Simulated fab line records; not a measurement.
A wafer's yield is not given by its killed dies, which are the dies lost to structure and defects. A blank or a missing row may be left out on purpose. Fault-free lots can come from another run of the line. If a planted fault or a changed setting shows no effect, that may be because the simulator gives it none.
fab line records | flow sky130
record lots=6 | wafers=18 | last-day=50
route steps=708 shown VT_ADJUST_PCH@148 SONOS_TUNNEL@154 PAD_OPEN@708
lots untouched by any fault: they come from a run of this same line in which no faults occurred
start-h: start of the lot's first displayed wafer, in hours after the record's first day | wait-h: hours from the lot's prior step to this one | " unchanged from the row above | L1.1+2: a single row standing in for several wafers | - value missing, or start not given | * or withheld: withheld | < > ~ a bound
route shown NAME@n: NAME is a module with steps in the file, n the number in the route of the first one | usual: the fault-free wafers' mean and standard deviation | same: alike in all rows | chamber/n: place in a boat | sites: the reading at each site | _std_site: standard deviation across them | _edge_site: inner sites' mean taken away from outer sites' mean | radius-mm: how far each site lies from the wafer's centre | mask NAME#n: copy n | behind: the last tool/chamber to shape the wafer | hold: reason for holding the lot/hours on hold/outcome of the hold | device: transistor that didn't switch, given as n, p or np | end of line: the route-end tests of the same wafers | for a step that has no rows: nothing shown but its recipe | killed: count of dies lost to structure and defects at first sort (not the wafer's yield) | map: a wafer's dies, marking killed ones x, the rest . and places with no die _
set.NAME: the run value of the setting; set.NAME@STEP: its run value at that earlier step | model.NAME: the simulator's own value behind a step, which no gauge read
lots at some steps of the route; a table a step, a row a wafer
services: when a tool's chamber went out of use (start-h, in hours from the record's first day, below 0 if earlier), for how many hours, and the reason
## steps
# step SKY_VT_ADJUST_PCH_PEB_05
# recipe temp-c=115 | time-s=withheld
# step SKY_VT_ADJUST_PCH_DEVELOP_06
# recipe wall-angle-deg=90 | developer=TMAH | develop-time-s=60 | dev-temp-c=23
# step SKY_VT_ADJUST_PCH_OVL_MEAS_07
# usual VT_ADJUST_PCH_OVL=0.2/1.3
lot.wafer | tool       | chamber | start-h | wait-h | VT_ADJUST_PCH_OVL[nm]
L279.1    | overlay-01 | -       | 239.35  | -      | -0.6
L279.2    | "          | -       | "       | "      | 1.0
L279.5    | "          | -       | "       | "      | -2.1
L280.1    | overlay-02 | -       | 248.40  | -      | 1.0
L280.2    | "          | -       | "       | "      | 0.6
L280.6    | "          | -       | "       | "      | -1.0
L295.1    | overlay-01 | -       | 351.95  | -      | -0.7
L295.4    | "          | -       | "       | "      | -1.1
L295.5    | "          | -       | "       | "      | -0.1
L296.2    | overlay-02 | -       | 360.25  | -      | 1.0
L296.3    | "          | -       | "       | "      | -1.2
L296.4    | "          | -       | "       | "      | 0.8
L298.1    | overlay-01 | -       | 378.86  | -      | -0.9
L298.3    | "          | -       | "       | "      | -1.1
L298.5    | "          | -       | "       | "      | -1.3
L300.3    | overlay-02 | -       | 396.21  | -      | 1.5
L300.5    | "          | -       | "       | "      | 1.2
L300.6    | "          | -       | "       | "      | -0.6
# step SKY_VT_ADJUST_PCH_IMPLANT_08
# recipe species=B | energy-kev=10 | dose-cm2=5e+11 | tilt-deg=withheld
# step SKY_VT_ADJUST_PCH_STRIP_09
# recipe chemistry=O2/N2 | power-w=1400 | pressure-mtorr=1500 | platen-temp-c=withheld | o2-flow-sccm=3000 | n2-flow-sccm=300 | overash-fraction=0.5
# usual drypump-motor-current-A=5.91/0.25 | oes-product-au=0.723/0.0043 | strip-time-to-endpoint-s=36.97/0.11
lot.wafer | tool            | chamber | start-h | wait-h | drypump-motor-current-A | oes-product-au | rf-hours-counter-h | strip-time-to-endpoint-s
L279.1    | plasma-asher-02 | 1       | 239.53  | 0.1    | 5.78                    | 0.718          | 10                 | 36.87
L279.2    | "               | 0       | "       | "      | 5.85                    | 0.721          | 10                 | 36.75
L279.5    | "               | 1       | "       | "      | 5.76                    | 0.726          | -                  | 36.81
L280.1    | plasma-asher-01 | 0       | 248.58  | 0.1    | 5.92                    | 0.718          | 57                 | 36.67
L280.2    | "               | 1       | "       | "      | 6.21                    | 0.731          | 57                 | 36.68
L280.6    | "               | 1       | "       | "      | 6.20                    | 0.717          | -                  | 36.68
L295.1    | plasma-asher-02 | 0       | 352.13  | 0.1    | 5.85                    | 0.720          | 21                 | 36.83
L295.4    | "               | 1       | "       | "      | 5.75                    | 0.730          | -                  | 36.85
L295.5    | "               | 1       | "       | "      | 5.74                    | 0.723          | -                  | 36.85
L296.2    | plasma-asher-02 | 1       | 360.43  | 0.1    | 5.74                    | 0.726          | 22                 | 36.92
L296.3    | "               | 0       | "       | "      | 5.86                    | 0.721          | -                  | 36.97
L296.4    | "               | 1       | "       | "      | 5.76                    | 0.720          | -                  | 36.99
L298.1    | plasma-asher-01 | 1       | 379.05  | 0.1    | 6.21                    | 0.729          | 67                 | 36.86
L298.3    | "               | 0       | "       | "      | 5.92                    | 0.725          | -                  | 36.95
L298.5    | "               | 0       | "       | "      | 5.91                    | 0.729          | -                  | 36.78
L300.3    | plasma-asher-01 | 1       | 396.42  | 0.1    | 6.23                    | 0.722          | -                  | 36.95
L300.5    | "               | 1       | "       | "      | 6.21                    | 0.728          | -                  | 36.82
L300.6    | "               | 0       | "       | "      | 5.92                    | 0.728          | -                  | 36.71
# step SKY_VT_ADJUST_PCH_TW_MEAS_10
# usual VT_ADJUST_PCH_TW=143.3/0.69
lot.wafer | tool          | chamber | start-h | wait-h | VT_ADJUST_PCH_TW
L279.1    | film-metro-03 | -       | 239.63  | 0.1    | 143.5
L279.2    | "             | -       | "       | "      | 143.9
L279.5    | "             | -       | "       | "      | 143.9
L280.1    | film-metro-01 | -       | 248.72  | 0.1    | 143.2
L280.2    | "             | -       | "       | "      | 143.4
L280.6    | "             | -       | "       | "      | 143.0
L295.1    | film-metro-03 | -       | 352.23  | 0.1    | 143.8
L295.4    | "             | -       | "       | "      | 143.0
L295.5    | "             | -       | "       | "      | 142.7
L296.2    | film-metro-03 | -       | 360.54  | 0.1    | 143.3
L296.3    | "             | -       | "       | "      | 143.2
L296.4    | "             | -       | "       | "      | 143.2
L298.1    | film-metro-01 | -       | 379.15  | 0.1    | 141.9
L298.3    | "             | -       | "       | "      | 142.7
L298.5    | "             | -       | "       | "      | 143.3
L300.3    | film-metro-01 | -       | 396.50  | 0.1    | 144.0
L300.5    | "             | -       | "       | "      | 143.7
L300.6    | "             | -       | "       | "      | 144.5
# step SKY_SONOS_TUNNEL_DEHYDRATE_00
# recipe temp-c=200 | time-s=60
# step SKY_SONOS_TUNNEL_HMDS_01
# recipe prime-time-s=60 | prime-temp-c=120
# step SKY_SONOS_TUNNEL_COAT_02
# recipe resist=NOVOLAK | spin-rpm=3000 | resist-thk-nm=1140
# step SKY_SONOS_TUNNEL_SOFTBAKE_03
# recipe temp-c=90 | time-s=60 | resist=NOVOLAK
# step SKY_SONOS_TUNNEL_EXPOSE_04
# recipe mask-id=TUNM | na=0.6 | source-shape=conventional | sigma-outer=0.6 | polarization=unpolarized | target-cd-nm=410 | dose-mj=136
# step SKY_SONOS_TUNNEL_PEB_05
# recipe temp-c=withheld | time-s=* | resist=NOVOLAK
# step SKY_SONOS_TUNNEL_DEVELOP_06
# recipe resist=NOVOLAK | developer=TMAH | develop-time-s=60 | dev-temp-c=23
# usual developer-temp-C=23.00/0.091 | resist-line-temp-C=23.00/0.11
lot.wafer | tool           | chamber | start-h | wait-h | developer-temp-C | resist-line-temp-C
L279.1    | litho-track-04 | 0       | 262.56  | 0.1    | 22.95            | 23.04
L279.2    | "              | 0       | "       | "      | 23.07            | 23.11
L279.5    | "              | 0       | "       | "      | 23.07            | 23.02
L280.1    | litho-track-02 | 0       | 272.09  | 0.1    | 22.90            | 23.10
L280.2    | "              | 0       | "       | "      | 22.99            | 22.80
L280.6    | "              | 0       | "       | "      | 23.07            | 23.11
L295.1    | litho-track-04 | 0       | 380.16  | 0.1    | 22.96            | 23.18
L295.4    | "              | 0       | "       | "      | 22.94            | 23.10
L295.5    | "              | 0       | "       | "      | 22.97            | 23.09
L296.2    | litho-track-04 | 0       | 388.13  | 0.1    | 23.03            | 23.05
L296.3    | "              | 0       | "       | "      | 23.07            | 22.86
L296.4    | "              | 0       | "       | "      | 22.96            | 22.94
L298.1    | litho-track-01 | 0       | 406.94  | 0.1    | 23.19            | 22.91
L298.3    | "              | 0       | "       | "      | 23.13            | 23.16
L298.5    | "              | 0       | "       | "      | 23.03            | 23.02
L300.3    | litho-track-01 | 0       | 425.54  | 0.1    | 22.91            | 22.97
L300.5    | "              | 0       | "       | "      | 22.87            | 22.93
L300.6    | "              | 0       | "       | "      | 22.97            | 23.11
# step SKY_SONOS_TUNNEL_CD_MEAS_07
# recipe target-cd-nm=410
# usual cd-nm=410.0/2.4
lot.wafer | tool      | chamber | start-h | wait-h | cd-nm
L279.1    | cd-sem-01 | -       | 262.71  | 0.1    | 414.4
L279.2    | "         | -       | "       | "      | 413.5
L279.5    | "         | -       | "       | "      | 413.1
L280.1    | cd-sem-01 | -       | 272.24  | 0.1    | 408.2
L280.2    | "         | -       | "       | "      | 408.4
L280.6    | "         | -       | "       | "      | 410.6
L295.1    | cd-sem-02 | -       | 380.31  | 0.1    | 409.8
L295.4    | "         | -       | "       | "      | 394.8
L295.5    | "         | -       | "       | "      | 409.3
L296.2    | cd-sem-01 | -       | 388.28  | 0.1    | 396.4
L296.3    | "         | -       | "       | "      | 408.9
L296.4    | "         | -       | "       | "      | 395.4
L298.1    | cd-sem-02 | -       | 407.09  | 0.1    | 410.4
L298.3    | "         | -       | "       | "      | 408.7
L298.5    | "         | -       | "       | "      | 409.3
L300.3    | cd-sem-02 | -       | 425.68  | 0.1    | 411.7
L300.5    | "         | -       | "       | "      | 412.8
L300.6    | "         | -       | "       | "      | 414.1
# step SKY_SONOS_TUNNEL_OVL_MEAS_08
# usual SONOS_TUNNEL_OVL=1.2/1.5
lot.wafer | tool       | chamber | start-h | wait-h | SONOS_TUNNEL_OVL[nm]
L279.1    | overlay-01 | -       | 262.83  | 0.1    | 1.5
L279.2    | "          | -       | "       | "      | 2.1
L279.5    | "          | -       | "       | "      | 2.1
L280.1    | overlay-02 | -       | 272.36  | 0.1    | 0.8
L280.2    | "          | -       | "       | "      | 1.5
L280.6    | "          | -       | "       | "      | -0.6
L295.1    | overlay-01 | -       | 380.43  | 0.1    | 0.5
L295.4    | "          | -       | "       | "      | -0.1
L295.5    | "          | -       | "       | "      | -0.5
L296.2    | overlay-01 | -       | 388.39  | 0.1    | 0.5
L296.3    | "          | -       | "       | "      | 1.5
L296.4    | "          | -       | "       | "      | 1.5
L298.1    | overlay-02 | -       | 407.21  | 0.1    | 2.6
L298.3    | "          | -       | "       | "      | 4.2
L298.5    | "          | -       | "       | "      | 4.0
L300.3    | overlay-01 | -       | 425.77  | 0.1    | 2.0
L300.5    | "          | -       | "       | "      | 1.6
L300.6    | "          | -       | "       | "      | 1.4
# step SKY_PAD_OPEN_PROBE_99
# usual killed_at_M0_to_M3=43/7.3 | killed_at_M4_up=3.1/1.7 | killed-at-contacts=25/5.3 | killed-at-front-end=15/4.3 | killed-at-other=0.2/0.54 | killed-dies=87/10 | killed-on-rim=17/3.9 | killed-open=48/7.6 | killed-short=38/6.1
# same gross-dies=492 | killed-at-back-side=0
lot.wafer | tool      | chamber | start-h | wait-h | killed_at_M0_to_M3 | killed_at_M4_up | killed-at-contacts | killed-at-front-end | killed-at-other | killed-dies | killed-on-rim | killed-open | killed-short
L280.1    | prober-02 | -       | 1096.51 | 0.1    | 32                 | 1               | 33                 | 7                   | 0               | 73          | 11            | 41          | 32
L280.2    | prober-02 | -       | 1096.56 | 0.1    | 39                 | 4               | 18                 | 14                  | 0               | 75          | 12            | 40          | 35
L280.6    | prober-02 | -       | 1096.76 | 0.2    | 35                 | 6               | 30                 | 22                  | 0               | 93          | 19            | 49          | 44
L295.1    | prober-01 | -       | 1176.13 | 0.1    | 41                 | 3               | 16                 | 12                  | 0               | 72          | 15            | 46          | 26
# killed by level:class
L280.1 CONTACT:geometric-particle:open=13 VIA2:geometric-particle:open=7 METAL1:geometric-particle:short=6 LI_CONTACT:geometric-particle:short=5 LI_CONTACT:geometric-particle:open=5 LOCAL_INTERCONNECT:geometric-particle:short=5 CONTACT:geometric-particle:short=5 VIA3:geometric-particle:open=5
L280.2 METAL1:geometric-particle:short=8 CONTACT:geometric-particle:open=7 VIA3:geometric-particle:open=6 METAL2:geometric-particle:short=6 VIA2:geometric-particle:open=6 LI_CONTACT:geometric-particle:open=5 FIELD_ISO:geometric-particle:short=4 POLY_GATE:geometric-particle:open=4
L280.6 LI_CONTACT:geometric-particle:open=10 VIA1:geometric-particle:open=10 CONTACT:geometric-particle:open=8 CONTACT:geometric-particle:short=7 METAL4:geometric-particle:short=6 POLY_GATE:geometric-particle:short=5 METAL2:geometric-particle:short=5 VIA3:geometric-particle:open=5
L295.1 VIA1:geometric-particle:open=9 VIA3:geometric-particle:open=8 VIA2:geometric-particle:open=7 LI_CONTACT:geometric-particle:open=6 CONTACT:geometric-particle:open=5 POLY_GATE:geometric-particle:open=4 METAL1:geometric-particle:short=4 METAL2:geometric-particle:short=4
## services
tool            | chamber | start-h | hours | kind
plasma-asher-01 | -       | 262.75  | 20.2  | repair
plasma-asher-01 | -       | 421.25  | 9.0   | pm
plasma-asher-01 | 0       | 421.25  | 9.0   | vent-cycle
plasma-asher-01 | 1       | 421.25  | 9.0   | vent-cycle
## key
first-sign step=SKY_SONOS_TUNNEL_CD_MEAS_07 | reading=cd-nm | direction=down | sigmas=5.9 | usual=410.0 | struck=395.5
effect none on later readings
met-at SKY_SONOS_TUNNEL_DEVELOP_06
struck-wafers L295.4,L296.2,L296.4
tester-left-out L295,L296
onset-between 262.56 380.16
fault kind=process-parameter-drift | tool=litho-track-04 | chamber=- | onset-h=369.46 | steps=SKY_SONOS_TUNNEL_DEVELOP_06 | channel=develop-time-s | offset=* | shape=step | end-h=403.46 | scope=struck-wafers-only | acts-in=* | stated=*
# tester-left-out: of these lots the tester's yield and bins aren't shown, on N5 and GAA mostly nor the transistor test; their killed dies are dies lost to structure and defects alone, not to doping, threshold or leakage, so they don't give the yield
